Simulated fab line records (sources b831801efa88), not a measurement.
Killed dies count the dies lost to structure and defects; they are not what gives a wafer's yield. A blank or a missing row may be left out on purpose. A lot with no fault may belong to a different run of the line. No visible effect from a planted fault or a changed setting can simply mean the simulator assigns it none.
The tool behind it: which one? / flow sky130 / Sampling: 12 lots, 36 wafers, 2 of 708 route steps

== WHAT EACH GAUGE READ, for each wafer ==
SKY_LOCAL_INTERCONNECT_RS_MEAS_01: the measuring method here is four-point-probe.
lot=L076; measured=day 30 09:19; on=film-metro-02; LOCAL_INTERCONNECT_TIN_RS (ohm/sq)=14.12 14.25 14.30
lot=L077; measured=day 30 22:18; on=film-metro-02; LOCAL_INTERCONNECT_TIN_RS (ohm/sq)=13.99 14.20 14.19
lot=L079; measured=day 31 08:29; on=film-metro-02; LOCAL_INTERCONNECT_TIN_RS (ohm/sq)=14.21 14.09 14.10
lot=L081; measured=day 31 19:59; on=film-metro-02; LOCAL_INTERCONNECT_TIN_RS (ohm/sq)=14.39 14.31 14.33
lot=L083; measured=day 32 13:26; on=film-metro-04; LOCAL_INTERCONNECT_TIN_RS (ohm/sq)=14.08 14.09 14.23
lot=L085; measured=day 33 06:22; on=film-metro-01; LOCAL_INTERCONNECT_TIN_RS (ohm/sq)=14.02 14.02 13.94
lot=L087; measured=day 34 02:06; on=film-metro-04; LOCAL_INTERCONNECT_TIN_RS (ohm/sq)=14.06 14.09 14.11
lot=L089; measured=day 34 10:47; on=film-metro-01; LOCAL_INTERCONNECT_TIN_RS (ohm/sq)=14.16 13.99 13.97
lot=L091; measured=day 34 18:12; on=film-metro-01; LOCAL_INTERCONNECT_TIN_RS (ohm/sq)=14.33 14.29 14.27
lot=L093; measured=day 35 13:05; on=film-metro-02; LOCAL_INTERCONNECT_TIN_RS (ohm/sq)=14.41 14.38 14.54
lot=L095; measured=day 36 02:33; on=film-metro-04; LOCAL_INTERCONNECT_TIN_RS (ohm/sq)=14.43 14.43 14.37
lot=L097; measured=day 36 19:36; on=film-metro-04; LOCAL_INTERCONNECT_TIN_RS (ohm/sq)=14.29 14.17 14.19

== WHAT TOOL EACH LOT RAN ON (gives the tool, then ch and the chambers of the sampled wafers, and finally the start) ==
lot=L076; SKY_LOCAL_INTERCONNECT_SPUTTER_00=pvd-sputter-01, day 30 09:14
lot=L077; SKY_LOCAL_INTERCONNECT_SPUTTER_00=pvd-sputter-04, day 30 22:14
lot=L079; SKY_LOCAL_INTERCONNECT_SPUTTER_00=pvd-sputter-01, day 31 08:23
lot=L081; SKY_LOCAL_INTERCONNECT_SPUTTER_00=pvd-sputter-03, day 31 19:56
lot=L083; SKY_LOCAL_INTERCONNECT_SPUTTER_00=pvd-sputter-04, day 32 13:22
lot=L085; SKY_LOCAL_INTERCONNECT_SPUTTER_00=pvd-sputter-03, day 33 06:18
lot=L087; SKY_LOCAL_INTERCONNECT_SPUTTER_00=pvd-sputter-01, day 34 02:01
lot=L089; SKY_LOCAL_INTERCONNECT_SPUTTER_00=pvd-sputter-03, day 34 10:43
lot=L091; SKY_LOCAL_INTERCONNECT_SPUTTER_00=pvd-sputter-03, day 34 18:08
lot=L093; SKY_LOCAL_INTERCONNECT_SPUTTER_00=pvd-sputter-01, day 35 13:00
lot=L095; SKY_LOCAL_INTERCONNECT_SPUTTER_00=pvd-sputter-03, day 36 02:29
lot=L097; SKY_LOCAL_INTERCONNECT_SPUTTER_00=pvd-sputter-01, day 36 19:32
- SKY_LOCAL_INTERCONNECT_SPUTTER_00: material TiN, target thk 100 nm, time 83.3 s.

== THE ANSWER, worked out from the rows above alone ==
Rule: usual is defined by the lots themselves. The widest of any qualifying gaps counts: lots, ordered by their means at a reading, are off when they make up no more than a third of the lots, leave a main group of 4 or more, and stand apart from it by 3 or more times the standard deviation of that group's means. A main group whose means are all the same, to the digits that the tables above print for the reading, isn't used. Also off: a lot with no number at a reading for which 4 or more lots have one. All remaining lots with rows at the step are treated as sound.
Nothing can be told from this: no lot is off at any reading shown.

== WHAT THE SIMULATOR HAD PUT IN ==
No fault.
